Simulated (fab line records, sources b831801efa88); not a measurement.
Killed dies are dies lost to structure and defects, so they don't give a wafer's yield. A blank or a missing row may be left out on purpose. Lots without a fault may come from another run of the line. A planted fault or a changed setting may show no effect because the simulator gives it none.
fab line records | flow sky130
record lots=5 wafers=15 last_day=49
route steps=708 shown NWELL@61 PWDE@84 VT_ADJUST_HVTP@85 VT_ADJUST_LVTN@97
lots that met no fault: from a run of the same line without faults
start_h: hours from the record's first day to the start of the lot's first wafer shown | wait_h: hours since the lot's step before | " the same as in the row above | L1.1+2: a row that stands for several wafers | - no value, or no start given | * or withheld: withheld | < > ~ a bound
route shown NAME@n: a module of which the file shows steps, and the number in the route of the first | usual: mean/standard deviation of fault-free wafers | same: alike in all rows | chamber/n: place in a boat | sites: the reading at each site | _std_site: their standard deviation | _edge_site: outer sites' mean less inner sites' | radius_mm: how far each site lies from the wafer's centre | mask NAME#n: copy n | behind: the tool/chamber that last shaped the wafer | hold: why the lot was held/for how many hours/how that ended | device: the transistor (n, p or np) that didn't switch | end of line: the same wafers' tests at the end of the route | a step without rows: its recipe alone | killed: dies lost to structure and defects at the first sort, not the wafer's yield | map: a wafer's dies, x killed, . not, _ none there
set.NAME: the setting as run; set.NAME@STEP: as run at that earlier step | model.NAME: the simulator's own value behind a step, which no gauge read
lots at some steps of the route; a table a step, a row a wafer
services: from which hour (start_h, from the record's first day; less than 0 if before it) a tool's chamber was out of use, for how many hours, and why
## steps
# step SKY_NWELL_PEB_08
# recipe temp_c=115 time_s=withheld
# columns lot.wafer tool chamber start_h wait_h
L077.1+3+4 litho_track-04 0 - -
L079.1+3+5 litho_track-01 0 - -
L080.1+2+5 litho_track-01 0 - -
L088.1+4+6 litho_track-04 0 - -
L091.2+5+6 litho_track-01 0 - -
# step SKY_NWELL_DEVELOP_09
# recipe wall_angle_deg=90 developer=TMAH develop_time_s=60 dev_temp_c=23
# same develop_time_s=60
# columns lot.wafer tool chamber start_h wait_h
L077.1+3+4 litho_track-04 0 - -
L079.1+3+5 litho_track-01 0 - -
L080.1+2+5 litho_track-01 0 - -
L088.1+4+6 litho_track-04 0 - -
L091.2+5+6 litho_track-01 0 - -
# step SKY_NWELL_OVL_MEAS_10
# usual NWELL_00_OVL=0.8/1.3
# columns lot.wafer tool chamber start_h wait_h NWELL_00_OVL[nm]
L077.1 overlay-02 - 106.40 - 1.6
L077.3 " - " " 2.7
L077.4 " - " " 1.2
L079.1 overlay-01 - 116.07 - 2.3
L079.3 " - " " 1.4
L079.5 " - " " 2.6
L080.1 overlay-02 - 120.97 - 1.4
L080.2 " - " " 0.7
L080.5 " - " " -0.5
L088.1 overlay-02 - 175.15 - 2.7
L088.4 " - " " 3.2
L088.6 " - " " 1.7
L091.2 overlay-01 - 182.72 - -0.9
L091.5 " - " " -0.4
L091.6 " - " " 0.2
# step SKY_NWELL_IMPLANT_11
# recipe species=P energy_kev=400 dose_cm2=1.9e+13 tilt_deg=withheld
# columns lot.wafer tool chamber start_h wait_h
L077.1+3+4 implanter-02 0 106.43 0.0
L079.1+3+5 implanter-03 0 116.10 0.0
L080.1+2+5 implanter-02 0 121.00 0.0
L088.1+4+6 implanter-04 0 175.18 0.0
L091.2+5+6 implanter-02 0 182.78 0.0
# step SKY_NWELL_IMPLANT_12
# recipe species=P energy_kev=120 dose_cm2=1.3e+12 tilt_deg=withheld
# columns lot.wafer tool chamber start_h wait_h
L077.1+3+4 implanter-02 0 106.58 0.1
L079.1+3+5 implanter-03 0 116.25 0.1
L080.1+2+5 implanter-02 0 121.15 0.1
L088.1+4+6 implanter-04 0 175.33 0.1
L091.2+5+6 implanter-02 0 182.93 0.1
# step SKY_NWELL_IMPLANT_13
# recipe species=P energy_kev=50 dose_cm2=7e+11 tilt_deg=withheld
# columns lot.wafer tool chamber start_h wait_h
L077.1+3+4 implanter-02 0 106.73 0.1
L079.1+3+5 implanter-03 0 116.40 0.1
L080.1+2+5 implanter-02 0 121.30 0.1
L088.1+4+6 implanter-04 0 175.48 0.1
L091.2+5+6 implanter-02 0 183.08 0.1
# step SKY_NWELL_STRIP_14
# recipe chemistry=O2/N2 power_w=1400 pressure_mtorr=1500 platen_temp_c=withheld o2_flow_sccm=3000 n2_flow_sccm=300 overash_fraction=0.5
# usual drypump_motor_current_A=5.58/0.19 oes_product_au=0.723/0.005 strip_time_to_endpoint_s=36.94/0.092
# columns lot.wafer tool chamber start_h wait_h drypump_motor_current_A oes_product_au rf_hours_counter_h strip_time_to_endpoint_s
L077.1 plasma_asher-02 1 106.88 0.1 5.50 0.720 44 36.88
L077.3 " 0 " " 5.66 0.721 - 36.95
L077.4 " 1 " " 5.49 0.724 - 36.90
L079.1 plasma_asher-02 1 116.55 0.1 5.51 0.731 45 36.97
L079.3 " 0 " " 5.63 0.722 - 36.91
L079.5 " 1 " " 5.49 0.710 - 36.97
L080.1 plasma_asher-02 0 121.45 0.1 5.68 0.720 46 36.89
L080.2 " 1 " " 5.50 0.720 46 36.96
L080.5 " 1 " " 5.51 0.732 - 36.94
L088.1 plasma_asher-02 1 175.63 0.1 5.53 0.722 52 36.95
L088.4 " 0 " " 5.67 0.720 - 36.90
L088.6 " 0 " " 5.65 0.725 - 36.89
L091.2 plasma_asher-04 0 183.20 0.1 5.80 0.715 45 37.03
L091.5 " 1 " " 5.77 0.722 - 36.89
L091.6 " 0 " " 5.81 0.717 - 36.97
# step SKY_NWELL_TW_MEAS_15
# usual NWELL_TW=1816/10
# columns lot.wafer tool chamber start_h wait_h NWELL_TW
L077.1 film_metro-02 - 106.98 0.1 1815
L077.3 " - " " 1820
L077.4 " - " " 1820
L079.1 film_metro-03 - 116.65 0.1 1829
L079.3 " - " " 1830
L079.5 " - " " 1816
L080.1 film_metro-02 - 121.55 0.1 1814
L080.2 " - " " 1804
L080.5 " - " " 1808
L088.1 film_metro-02 - 175.73 0.1 1802
L088.4 " - " " 1808
L088.6 " - " " 1809
L091.2 film_metro-04 - 183.31 0.1 1816
L091.5 " - " " 1826
L091.6 " - " " 1824
# step SKY_NWELL_DEHYDRATE_16
# recipe temp_c=200 time_s=60
# columns lot.wafer tool chamber start_h wait_h
L077.1+3+4 litho_track-01 0 115.07 8.1
L079.1+3+5 litho_track-02 0 125.62 9.0
L080.1+2+5 litho_track-02 0 130.27 8.7
L088.1+4+6 litho_track-01 0 184.87 9.1
L091.2+5+6 litho_track-04 0 192.87 9.5
# step SKY_NWELL_HMDS_17
# recipe prime_time_s=60 prime_temp_c=120
# columns lot.wafer tool chamber start_h wait_h
L077.1+3+4 litho_track-01 0 115.22 0.1
L079.1+3+5 litho_track-02 0 125.77 0.1
L080.1+2+5 litho_track-02 0 130.42 0.1
L088.1+4+6 litho_track-01 0 185.02 0.1
L091.2+5+6 litho_track-04 0 193.02 0.1
# step SKY_NWELL_COAT_18
# recipe spin_rpm=2039 resist_thk_nm=3000
# columns lot.wafer tool chamber start_h wait_h
L077.1+3+4 litho_track-01 0 115.37 0.1
L079.1+3+5 litho_track-02 0 125.92 0.1
L080.1+2+5 litho_track-02 0 130.57 0.1
L088.1+4+6 litho_track-01 0 185.17 0.1
L091.2+5+6 litho_track-04 0 193.17 0.1
# step SKY_NWELL_SOFTBAKE_19
# recipe temp_c=110 time_s=withheld
# columns lot.wafer tool chamber start_h wait_h
L077.1+3+4 litho_track-01 0 115.52 0.1
L079.1+3+5 litho_track-02 0 126.07 0.1
L080.1+2+5 litho_track-02 0 130.72 0.1
L088.1+4+6 litho_track-01 0 185.32 0.1
L091.2+5+6 litho_track-04 0 193.33 0.1
# step SKY_NWELL_EXPOSE_20
# recipe mask_id=NWM_COMPLEMENT na=0.6 source_shape=conventional sigma_outer=0.6 polarization=unpolarized target_cd_nm=840 dose_mj=260
# usual reticle_temp_C=22.98/0.12
# columns lot.wafer tool chamber start_h wait_h mask reticle_temp_C
L077.1 iline_stepper-01 0 - - NWM_COMPLEMENT#0 22.98
L077.3 " 0 " " NWM_COMPLEMENT#0 22.72
L077.4 " 0 " " NWM_COMPLEMENT#0 22.86
L079.1 iline_stepper-02 0 - - NWM_COMPLEMENT#0 23.13
L079.3 " 0 " " NWM_COMPLEMENT#0 23.14
L079.5 " 0 " " NWM_COMPLEMENT#0 23.19
L080.1 iline_stepper-01 0 - - NWM_COMPLEMENT#0 22.88
L080.2 " 0 " " NWM_COMPLEMENT#0 22.88
L080.5 " 0 " " NWM_COMPLEMENT#0 22.88
L088.1 iline_stepper-02 0 - - NWM_COMPLEMENT#0 23.06
L088.4 " 0 " " NWM_COMPLEMENT#0 23.06
L088.6 " 0 " " NWM_COMPLEMENT#0 22.97
L091.2 iline_stepper-02 0 - - NWM_COMPLEMENT#0 23.09
L091.5 " 0 " " NWM_COMPLEMENT#0 23.00
L091.6 " 0 " " NWM_COMPLEMENT#0 23.15
# step SKY_NWELL_PEB_21
# recipe temp_c=115 time_s=withheld
# columns lot.wafer tool chamber start_h wait_h
L077.1+3+4 litho_track-02 0 - -
L079.1+3+5 litho_track-04 0 - -
L080.1+2+5 litho_track-04 0 - -
L088.1+4+6 litho_track-01 0 - -
L091.2+5+6 litho_track-02 0 - -
# step SKY_NWELL_DEVELOP_22
# recipe wall_angle_deg=90 developer=TMAH develop_time_s=60 dev_temp_c=23
# same develop_time_s=60
# columns lot.wafer tool chamber start_h wait_h
L077.1+3+4 litho_track-02 0 - -
L079.1+3+5 litho_track-04 0 - -
L080.1+2+5 litho_track-04 0 - -
L088.1+4+6 litho_track-01 0 - -
L091.2+5+6 litho_track-02 0 - -
# step SKY_NWELL_OVL_MEAS_23
# usual NWELL_01_OVL=-1.1/1.4
# columns lot.wafer tool chamber start_h wait_h NWELL_01_OVL[nm]
L077.1 overlay-02 - 124.97 - -1.3
L077.3 " - " " -0.1
L077.4 " - " " 0.1
L079.1 overlay-02 - 135.55 - -0.8
L079.3 " - " " -2.0
L079.5 " - " " -1.7
L080.1 overlay-01 - 139.85 - -0.7
L080.2 " - " " -0.1
L080.5 " - " " 0.4
L088.1 overlay-01 - 195.62 - -0.8
L088.4 " - " " -2.2
L088.6 " - " " -0.5
L091.2 overlay-01 - 203.33 - -0.3
L091.5 " - " " -0.5
L091.6 " - " " -1.2
# step SKY_NWELL_IMPLANT_24
# recipe species=B energy_kev=140 dose_cm2=9.2e+12 tilt_deg=withheld
# columns lot.wafer tool chamber start_h wait_h
L077.1+3+4 implanter-02 0 125.01 0.0
L079.1+3+5 implanter-03 0 135.58 0.0
L080.1+2+5 implanter-03 0 139.88 0.0
L088.1+4+6 implanter-02 0 195.65 0.0
L091.2+5+6 implanter-02 0 203.38 0.0
# step SKY_NWELL_STRIP_25
# recipe chemistry=O2/N2 power_w=1400 pressure_mtorr=1500 platen_temp_c=withheld o2_flow_sccm=3000 n2_flow_sccm=300 overash_fraction=0.5
# usual drypump_motor_current_A=5.53/0.23 oes_product_au=0.722/0.0046 strip_time_to_endpoint_s=36.60/0.088
# columns lot.wafer tool chamber start_h wait_h drypump_motor_current_A oes_product_au rf_hours_counter_h strip_time_to_endpoint_s
L077.1 plasma_asher-02 1 125.16 0.1 5.52 0.721 46 36.64
L077.3 " 1 " " 5.52 0.725 - 36.54
L077.4 " 0 " " 5.66 0.718 - 36.44
L079.1 plasma_asher-03 0 135.73 0.1 5.44 0.727 1 36.60
L079.3 " 0 " " 5.44 0.728 - 36.57
L079.5 " 0 " " 5.44 0.729 - 36.65
L080.1 plasma_asher-03 1 140.03 0.1 5.12 0.732 2 36.55
L080.2 " 0 " " 5.43 0.718 2 36.61
L080.5 " 0 " " 5.44 0.725 - 36.67
L088.1 plasma_asher-04 1 195.80 0.1 5.77 0.725 46 36.66
L088.4 " 1 " " 5.78 0.717 - 36.52
L088.6 " 1 " " 5.76 0.719 - 36.57
L091.2 plasma_asher-04 0 203.51 0.1 5.80 0.728 47 36.61
L091.5 " 1 " " 5.75 0.729 - 36.72
L091.6 " 0 " " 5.78 0.731 - 36.65
# step SKY_NWELL_TW_MEAS_26
# usual NWELL_2_TW=495.6/2.6
# columns lot.wafer tool chamber start_h wait_h NWELL_2_TW
L077.1 film_metro-02 - 125.26 0.1 493.3
L077.3 " - " " 491.5
L077.4 " - " " 493.2
L079.1 film_metro-03 - 135.83 0.1 497.8
L079.3 " - " " 496.2
L079.5 " - " " 496.1
L080.1 film_metro-02 - 140.13 0.1 496.7
L080.2 " - " " 495.0
L080.5 " - " " 496.3
L088.1 film_metro-02 - 195.90 0.1 498.0
L088.4 " - " " 499.8
L088.6 " - " " 497.1
L091.2 film_metro-04 - 203.62 0.1 496.3
L091.5 " - " " 495.0
L091.6 " - " " 495.7
# step SKY_NWELL_CLEAN_27
# recipe chemistry=SC1/SC2 mix=1:4:20 temp_c=70 time_s=150 dry=n2_spin
# usual bath_heat_duty_pct=13.2/1.7
# columns lot.wafer tool chamber start_h wait_h bath_heat_duty_pct
L077.1 wet_bench-01 3 125.32 0.1 15.0
L077.3 " 3 " " 14.0
L077.4 " 3 " " 13.6
L079.1 wet_bench-03 0 135.89 0.1 12.9
L079.3 " 0 " " 12.7
L079.5 " 0 " " 12.5
L080.1 wet_bench-02 2 140.19 0.1 14.7
L080.2 " 2 " " 14.5
L080.5 " 2 " " 14.1
L088.1 wet_bench-01 1 195.96 0.1 12.1
L088.4 " 1 " " 12.7
L088.6 " 1 " " 11.9
L091.2 wet_bench-02 0 203.67 0.0 12.8
L091.5 " 0 " " 13.0
L091.6 " 0 " " 13.2
# step SKY_NWELL_RTA_28
# recipe temp_c=1050 time_s=30 idle_temp_c=650 ramp_up_c_per_s=150 ramp_down_c_per_s=90 ambient=N2
# usual lamp_power_pct=25.31/0.047 ramp_down_c_per_s=90.000/0.015 ramp_up_c_per_s=150.00/0.026 wafer_temp_C_max=1054.8/0.94
# columns lot.wafer tool chamber start_h wait_h lamp_power_pct ramp_down_c_per_s ramp_up_c_per_s wafer_temp_C_max
L077.1 rtp_anneal-02 0 125.37 0.0 25.35 89.984 149.99 1055.2
L077.3 " 0 " " 25.28 89.969 150.01 1057.4
L077.4 " 0 " " 25.17 90.018 150.01 1056.1
L079.1 rtp_anneal-02 0 135.94 0.0 25.28 89.998 149.99 1054.6
L079.3 " 0 " " 25.24 89.976 149.97 1056.5
L079.5 " 0 " " 25.37 90.000 149.97 1053.8
L080.1 rtp_anneal-02 0 140.25 0.0 25.25 89.988 150.01 1056.5
L080.2 " 0 " " 25.31 89.995 149.99 1054.2
L080.5 " 0 " " 25.27 90.002 150.04 1055.3
L088.1 rtp_anneal-01 0 196.01 0.0 25.28 90.000 150.01 1057.1
L088.4 " 0 " " 25.35 89.979 149.99 1054.9
L088.6 " 0 " " 25.37 90.016 150.02 1054.7
L091.2 rtp_anneal-01 0 203.75 0.0 25.29 90.017 150.04 1054.5
L091.5 " 0 " " 25.30 89.984 149.99 1054.3
L091.6 " 0 " " 25.27 89.985 150.05 1053.0
# step SKY_NWELL_RS_MEAS_29
# recipe thk_meas_gauge=four-point-probe
# usual NWELL_RS=625.1/1.6
# columns lot.wafer tool chamber start_h wait_h NWELL_RS[ohm/sq]
L077.1 film_metro-03 - 125.47 0.1 625.8
L077.3 " - " " 624.6
L077.4 " - " " 624.7
L079.1 film_metro-04 - 136.04 0.1 625.1
L079.3 " - " " 627.1
L079.5 " - " " 627.2
L080.1 film_metro-03 - 140.35 0.1 624.5
L080.2 " - " " 625.1
L080.5 " - " " 624.6
L088.1 film_metro-04 - 196.11 0.1 624.2
L088.4 " - " " 624.8
L088.6 " - " " 624.7
L091.2 film_metro-03 - 203.85 0.1 621.3
L091.5 " - " " 621.1
L091.6 " - " " 620.9
# step SKY_NWELL_RS_MEAS_31
# recipe thk_meas_gauge=four-point-probe
# usual PWDE_RS=5274/16
# columns lot.wafer tool chamber start_h wait_h PWDE_RS[ohm/sq]
L077.1 film_metro-03 - 125.71 0.1 5271
L077.3 " - " " 5256
L077.4 " - " " 5299
L079.1 film_metro-04 - 136.28 0.1 5292
L079.3 " - " " 5310
L079.5 " - " " 5294
L080.1 film_metro-03 - 140.59 0.1 5312
L080.2 " - " " 5306
L080.5 " - " " 5293
L088.1 film_metro-04 - 196.35 0.1 5268
L088.4 " - " " 5263
L088.6 " - " " 5256
L091.2 film_metro-03 - 204.09 0.1 5288
L091.5 " - " " 5273
L091.6 " - " " 5297
# step SKY_VT_ADJUST_HVTP_DEHYDRATE_00
# recipe temp_c=200 time_s=60
# columns lot.wafer tool chamber start_h wait_h
L077.1+3+4 litho_track-04 0 134.30 8.6
L079.1+3+5 litho_track-02 0 146.07 9.8
L080.1+2+5 litho_track-04 0 150.05 9.4
L088.1+4+6 litho_track-04 0 205.10 8.7
L091.2+5+6 litho_track-02 0 214.65 10.5
# step SKY_VT_ADJUST_HVTP_HMDS_01
# recipe prime_time_s=60 prime_temp_c=120
# columns lot.wafer tool chamber start_h wait_h
L077.1+3+4 litho_track-04 0 134.45 0.1
L079.1+3+5 litho_track-02 0 146.22 0.1
L080.1+2+5 litho_track-04 0 150.20 0.1
L088.1+4+6 litho_track-04 0 205.25 0.1
L091.2+5+6 litho_track-02 0 214.80 0.1
# step SKY_VT_ADJUST_HVTP_COAT_02
# recipe resist=NOVOLAK spin_rpm=3000 resist_thk_nm=1140
# columns lot.wafer tool chamber start_h wait_h
L077.1+3+4 litho_track-04 0 134.60 0.1
L079.1+3+5 litho_track-02 0 146.37 0.1
L080.1+2+5 litho_track-04 0 150.35 0.1
L088.1+4+6 litho_track-04 0 205.40 0.1
L091.2+5+6 litho_track-02 0 214.95 0.1
# step SKY_VT_ADJUST_HVTP_SOFTBAKE_03
# recipe temp_c=90 time_s=60 resist=NOVOLAK
# columns lot.wafer tool chamber start_h wait_h
L077.1+3+4 litho_track-04 0 134.75 0.1
L079.1+3+5 litho_track-02 0 146.52 0.1
L080.1+2+5 litho_track-04 0 150.50 0.1
L088.1+4+6 litho_track-04 0 205.55 0.1
L091.2+5+6 litho_track-02 0 215.10 0.1
# step SKY_VT_ADJUST_HVTP_EXPOSE_04
# recipe mask_id=HVTPM na=0.6 source_shape=conventional sigma_outer=0.6 polarization=unpolarized target_cd_nm=380 dose_mj=140
# usual reticle_temp_C=23.02/0.099
# columns lot.wafer tool chamber start_h wait_h mask reticle_temp_C
L077.1 iline_stepper-02 0 - - HVTPM#0 23.00
L077.3 " 0 " " HVTPM#0 23.08
L077.4 " 0 " " HVTPM#0 23.04
L079.1 iline_stepper-02 0 - - HVTPM#0 23.19
L079.3 " 0 " " HVTPM#0 22.82
L079.5 " 0 " " HVTPM#0 22.91
L080.1 iline_stepper-02 0 - - HVTPM#0 23.15
L080.2 " 0 " " HVTPM#0 23.00
L080.5 " 0 " " HVTPM#0 23.06
L088.1 iline_stepper-02 0 - - HVTPM#0 23.15
L088.4 " 0 " " HVTPM#0 23.08
L088.6 " 0 " " HVTPM#0 23.14
L091.2 iline_stepper-02 0 - - HVTPM#0 23.00
L091.5 " 0 " " HVTPM#0 22.97
L091.6 " 0 " " HVTPM#0 23.03
# step SKY_VT_ADJUST_HVTP_PEB_05
# recipe temp_c=withheld time_s=* resist=NOVOLAK
# columns lot.wafer tool chamber start_h wait_h
L077.1+3+4 litho_track-02 0 - -
L079.1+3+5 litho_track-03 0 - -
L080.1+2+5 litho_track-02 0 - -
L088.1+4+6 litho_track-04 0 - -
L091.2+5+6 litho_track-03 0 - -
# step SKY_VT_ADJUST_HVTP_DEVELOP_06
# recipe resist=NOVOLAK developer=TMAH develop_time_s=60 dev_temp_c=23
# same develop_time_s=60
# columns lot.wafer tool chamber start_h wait_h
L077.1+3+4 litho_track-02 0 144.37 0.1
L079.1+3+5 litho_track-03 0 155.93 0.1
L080.1+2+5 litho_track-02 0 160.02 0.1
L088.1+4+6 litho_track-04 0 216.55 0.1
L091.2+5+6 litho_track-03 0 225.75 0.1
# step SKY_VT_ADJUST_HVTP_CD_MEAS_07
# recipe target_cd_nm=380
# usual cd_nm=379.6/2.9
# columns lot.wafer tool chamber start_h wait_h cd_nm
L077.1 cd_sem-02 - 144.52 0.1 380.8
L077.3 " - " " 376.5
L077.4 " - " " 378.9
L079.1 cd_sem-01 - 156.08 0.1 383.8
L079.3 " - " " 380.6
L079.5 " - " " 382.8
L080.1 cd_sem-02 - 160.17 0.1 378.3
L080.2 " - " " 379.3
L080.5 " - " " 378.7
L088.1 cd_sem-01 - 216.70 0.1 381.9
L088.4 " - " " 382.1
L088.6 " - " " 380.9
L091.2 cd_sem-02 - 225.90 0.1 385.0
L091.5 " - " " 383.7
L091.6 " - " " 383.9
# step SKY_VT_ADJUST_HVTP_OVL_MEAS_08
# usual VT_ADJUST_HVTP_OVL=0.0/1.7
# columns lot.wafer tool chamber start_h wait_h VT_ADJUST_HVTP_OVL[nm]
L077.1 overlay-02 - 144.64 0.1 -0.1
L077.3 " - " " -0.7
L077.4 " - " " -1.1
L079.1 overlay-02 - 156.20 0.1 -0.1
L079.3 " - " " -3.2
L079.5 " - " " -1.4
L080.1 overlay-01 - 160.29 0.1 -2.0
L080.2 " - " " 0.0
L080.5 " - " " -1.0
L088.1 overlay-01 - 216.82 0.1 0.2
L088.4 " - " " 0.3
L088.6 " - " " -0.7
L091.2 overlay-01 - 226.00 0.1 -1.2
L091.5 " - " " -1.8
L091.6 " - " " -2.2
# step SKY_VT_ADJUST_HVTP_IMPLANT_09
# recipe species=As energy_kev=150 dose_cm2=4.3e+12 tilt_deg=withheld
# columns lot.wafer tool chamber start_h wait_h
L077.1+3+4 implanter-03 0 144.68 0.0
L079.1+3+5 implanter-02 0 156.23 0.0
L080.1+2+5 implanter-03 0 160.33 0.0
L088.1+4+6 implanter-01 0 216.85 0.0
L091.2+5+6 implanter-01 0 226.06 0.0
# step SKY_VT_ADJUST_HVTP_STRIP_10
# recipe chemistry=O2/N2 power_w=1400 pressure_mtorr=1500 platen_temp_c=withheld o2_flow_sccm=3000 n2_flow_sccm=300 overash_fraction=0.5
# usual drypump_motor_current_A=5.62/0.28 oes_product_au=0.715/0.0046 strip_time_to_endpoint_s=14.20/0.036
# columns lot.wafer tool chamber start_h wait_h drypump_motor_current_A oes_product_au rf_hours_counter_h strip_time_to_endpoint_s
L077.1 plasma_asher-01 1 144.83 0.1 5.63 0.720 34 14.23
L077.3 " 1 " " 5.64 0.708 - 14.21
L077.4 " 0 " " 6.10 0.718 - 14.26
L079.1 plasma_asher-03 1 156.38 0.1 5.13 0.714 3 14.17
L079.3 " 0 " " 5.43 0.714 - 14.16
L079.5 " 1 " " 5.13 0.716 - 14.17
L080.1 plasma_asher-02 1 160.48 0.1 5.52 0.707 50 14.19
L080.2 " 0 " " 5.65 0.724 50 14.20
L080.5 " 0 " " 5.66 0.714 - 14.18
L088.1 plasma_asher-01 0 217.00 0.1 6.08 0.715 40 14.20
L088.4 " 0 " " 6.08 0.716 - 14.15
L088.6 " 1 " " 5.62 0.709 - 14.15
L091.2 plasma_asher-01 0 226.18 0.1 6.09 0.709 41 14.19
L091.5 " 0 " " 6.08 0.723 - 14.15
L091.6 " 1 " " 5.60 0.714 - 14.12
# step SKY_VT_ADJUST_HVTP_TW_MEAS_11
# usual VT_ADJUST_HVTP_TW=1359/6.5
# columns lot.wafer tool chamber start_h wait_h VT_ADJUST_HVTP_TW
L077.1 film_metro-03 - 144.95 0.1 1363
L077.3 " - " " 1365
L077.4 " - " " 1360
L079.1 film_metro-04 - 156.48 0.1 1351
L079.3 " - " " 1355
L079.5 " - " " 1359
L080.1 film_metro-03 - 160.58 0.1 1354
L080.2 " - " " 1363
L080.5 " - " " 1369
L088.1 film_metro-01 - 217.10 0.1 1361
L088.4 " - " " 1362
L088.6 " - " " 1357
L091.2 film_metro-01 - 226.29 0.1 1362
L091.5 " - " " 1361
L091.6 " - " " 1365
# step SKY_VT_ADJUST_LVTN_DEHYDRATE_00
# recipe temp_c=200 time_s=60
# columns lot.wafer tool chamber start_h wait_h
L077.1+3+4 litho_track-01 0 153.92 9.0
L079.1+3+5 litho_track-02 0 166.12 9.6
L080.1+2+5 litho_track-03 0 170.33 9.7
L088.1+4+6 litho_track-01 0 227.32 10.2
L091.2+5+6 litho_track-02 0 237.00 10.7
# step SKY_VT_ADJUST_LVTN_HMDS_01
# recipe prime_time_s=60 prime_temp_c=120
# columns lot.wafer tool chamber start_h wait_h
L077.1+3+4 litho_track-01 0 154.07 0.1
L079.1+3+5 litho_track-02 0 166.27 0.1
L080.1+2+5 litho_track-03 0 170.48 0.1
L088.1+4+6 litho_track-01 0 227.47 0.1
L091.2+5+6 litho_track-02 0 237.15 0.1
# step SKY_VT_ADJUST_LVTN_COAT_02
# recipe spin_rpm=2000 resist_thk_nm=3000
# columns lot.wafer tool chamber start_h wait_h
L077.1+3+4 litho_track-01 0 154.22 0.1
L079.1+3+5 litho_track-02 0 166.42 0.1
L080.1+2+5 litho_track-03 0 170.63 0.1
L088.1+4+6 litho_track-01 0 227.62 0.1
L091.2+5+6 litho_track-02 0 237.30 0.1
# step SKY_VT_ADJUST_LVTN_SOFTBAKE_03
# recipe temp_c=110 time_s=withheld
# columns lot.wafer tool chamber start_h wait_h
L077.1+3+4 litho_track-01 0 154.37 0.1
L079.1+3+5 litho_track-02 0 166.57 0.1
L080.1+2+5 litho_track-03 0 170.78 0.1
L088.1+4+6 litho_track-01 0 227.77 0.1
L091.2+5+6 litho_track-02 0 237.46 0.1
# step SKY_VT_ADJUST_LVTN_EXPOSE_04
# recipe mask_id=NWM_COMPLEMENT_LESS_NATIVE na=0.6 source_shape=conventional sigma_outer=0.6 polarization=unpolarized target_cd_nm=840 dose_mj=194
# usual reticle_temp_C=23.00/0.11
# columns lot.wafer tool chamber start_h wait_h mask reticle_temp_C
L077.1 iline_stepper-02 0 - - NWM_COMPLEMENT_LESS_NATIVE#0 22.97
L077.3 " 0 " " NWM_COMPLEMENT_LESS_NATIVE#0 22.99
L077.4 " 0 " " NWM_COMPLEMENT_LESS_NATIVE#0 23.00
L079.1 iline_stepper-02 0 - - NWM_COMPLEMENT_LESS_NATIVE#0 23.04
L079.3 " 0 " " NWM_COMPLEMENT_LESS_NATIVE#0 23.09
L079.5 " 0 " " NWM_COMPLEMENT_LESS_NATIVE#0 22.99
L080.1 iline_stepper-01 0 - - NWM_COMPLEMENT_LESS_NATIVE#0 22.83
L080.2 " 0 " " NWM_COMPLEMENT_LESS_NATIVE#0 23.15
L080.5 " 0 " " NWM_COMPLEMENT_LESS_NATIVE#0 23.03
L088.1 iline_stepper-02 0 - - NWM_COMPLEMENT_LESS_NATIVE#0 23.06
L088.4 " 0 " " NWM_COMPLEMENT_LESS_NATIVE#0 22.86
L088.6 " 0 " " NWM_COMPLEMENT_LESS_NATIVE#0 22.97
L091.2 iline_stepper-02 0 - - NWM_COMPLEMENT_LESS_NATIVE#0 22.96
L091.5 " 0 " " NWM_COMPLEMENT_LESS_NATIVE#0 23.03
L091.6 " 0 " " NWM_COMPLEMENT_LESS_NATIVE#0 23.06
# step SKY_VT_ADJUST_LVTN_PEB_05
# recipe temp_c=115 time_s=withheld
# columns lot.wafer tool chamber start_h wait_h
L077.1+3+4 litho_track-01 0 - -
L079.1+3+5 litho_track-02 0 - -
L080.1+2+5 litho_track-01 0 - -
L088.1+4+6 litho_track-03 0 - -
L091.2+5+6 litho_track-03 0 - -
# step SKY_VT_ADJUST_LVTN_DEVELOP_06
# recipe wall_angle_deg=90 developer=TMAH develop_time_s=60 dev_temp_c=23
# same develop_time_s=60
# columns lot.wafer tool chamber start_h wait_h
L077.1+3+4 litho_track-01 0 - -
L079.1+3+5 litho_track-02 0 - -
L080.1+2+5 litho_track-01 0 - -
L088.1+4+6 litho_track-03 0 - -
L091.2+5+6 litho_track-03 0 - -
# step SKY_VT_ADJUST_LVTN_OVL_MEAS_07
# usual VT_ADJUST_LVTN_OVL=-0.4/1.2
# columns lot.wafer tool chamber start_h wait_h VT_ADJUST_LVTN_OVL[nm]
L077.1 overlay-01 - 164.32 - -0.2
L077.3 " - " " 0.0
L077.4 " - " " 0.7
L079.1 overlay-02 - 176.82 - 0.0
L079.3 " - " " -0.4
L079.5 " - " " -0.1
L080.1 overlay-02 - 181.12 - -1.3
L080.2 " - " " -2.0
L080.5 " - " " -1.6
L088.1 overlay-01 - 238.63 - -0.1
L088.4 " - " " -1.9
L088.6 " - " " -0.4
L091.2 overlay-01 - 248.73 - -3.8
L091.5 " - " " -1.9
L091.6 " - " " -3.5
# step SKY_VT_ADJUST_LVTN_IMPLANT_08
# recipe species=B energy_kev=29.77 dose_cm2=1.57e+12 tilt_deg=withheld
# columns lot.wafer tool chamber start_h wait_h
L077.1+3+4 implanter-04 0 164.35 0.0
L079.1+3+5 implanter-02 0 176.86 0.0
L080.1+2+5 implanter-04 0 181.15 0.0
L088.1+4+6 implanter-01 0 238.66 0.0
L091.2+5+6 implanter-02 0 248.79 0.0
## services
# columns tool chamber start_h hours kind
plasma_asher-04 - 91.20 0.7 repair
implanter-04 - 97.36 2.6 repair
implanter-03 - 102.33 2.5 repair
plasma_asher-03 - 108.75 9.0 pm
plasma_asher-03 0 108.75 9.0 vent_cycle
implanter-04 - 113.52 3.5 pm
plasma_asher-04 - 116.23 2.8 pm
plasma_asher-03 - 131.76 2.7 repair
implanter-01 - 135.94 11.4 pm
plasma_asher-01 - 155.26 11.5 repair
iline_stepper-02 - 164.75 1.7 pm
iline_stepper-02 - 170.59 4.4 pm
wet_bench-01 - 179.05 1.6 repair
implanter-02 - 183.23 4.3 repair
iline_stepper-01 - 186.83 4.3 pm
implanter-01 - 193.19 1.1 repair
implanter-01 - 206.83 2.6 repair
implanter-01 - 217.47 1.9 pm
implanter-01 - 220.55 0.7 repair
plasma_asher-02 - 228.71 2.8 pm
implanter-03 - 237.67 2.4 repair
implanter-02 - 237.84 0.8 repair
implanter-04 - 241.29 2.0 repair
plasma_asher-04 - 245.45 0.6 repair
## key
fault none
